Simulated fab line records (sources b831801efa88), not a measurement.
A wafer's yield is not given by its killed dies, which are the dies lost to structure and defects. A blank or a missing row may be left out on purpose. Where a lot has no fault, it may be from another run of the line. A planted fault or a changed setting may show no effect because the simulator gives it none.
Which of the tools did it? -- flow sky130 -- 6 lots, 16 wafers sampled, at 2 steps of a route of 708

== WHAT THE GAUGES SHOWED, per wafer ==
SKY_FIELD_ISO_THK_MEAS_25.
lot,measured,on,FIELD_ISO_CVD_24_THK (nm)
L964,day 2 17:48,film_metro-04,600 591 600
L966,day 3 05:26,film_metro-03,601 609 606
L969,day 3 22:04,film_metro-03,595 600 598
L973,day 4 17:18,film_metro-04,589 590 595
L976,day 5 09:54,film_metro-04,587 600 585
L984,day 7 01:07,film_metro-02,455 455

== WHAT TOOL EACH LOT RAN ON (gives the tool, then ch and the chambers of the sampled wafers, and finally the start) ==
lot,SKY_FIELD_ISO_CVD_24
L964,"hdpcvd-01 ch 1,2, day 2 17:44"
L966,"hdpcvd-01 ch 1,2, day 3 05:22"
L969,"hdpcvd-02 ch 0,1,2, day 3 21:59"
L973,"hdpcvd-02 ch 0,1,2, day 4 17:13"
L976,"hdpcvd-02 ch 1,2, day 5 09:49"
L984,"hdpcvd-02 ch 2, day 7 01:03"
- SKY_FIELD_ISO_CVD_24: deposits SiO2, target thk 595 nm, time 99.2 s.

== THE ANSWER, worked out from the rows above alone ==
Rule: usual is defined by the lots themselves. Put in order of their means at a reading, lots are off if they are a third of the lots or fewer, leave a main group of 4 or more, and stand apart from it by a gap of 3 or more times the standard deviation of the main group's means; of several such gaps the widest counts. Not used: any main group whose means are identical at the precision the tables above print for the reading. A lot without any number at a reading at which 4 lots or more have one is off too. The other lots that the step has rows for count as sound.
Off: L984, seen at SKY_FIELD_ISO_THK_MEAS_25 (FIELD_ISO_CVD_24_THK). For the main group the mean is 596 nm and the standard deviation 5.3.
A tool fits if, at a process step before that reading, it ran every lot that is off, and no sound lot after the first of them. Those tools and the gauges at SKY_FIELD_ISO_THK_MEAS_25 are tried in the same way. 2 tools fit, hdpcvd-02 at SKY_FIELD_ISO_CVD_24 and film_metro-02 at SKY_FIELD_ISO_THK_MEAS_25, so this cannot tell which one it is.

== WHAT THE SIMULATOR PUT IN ==
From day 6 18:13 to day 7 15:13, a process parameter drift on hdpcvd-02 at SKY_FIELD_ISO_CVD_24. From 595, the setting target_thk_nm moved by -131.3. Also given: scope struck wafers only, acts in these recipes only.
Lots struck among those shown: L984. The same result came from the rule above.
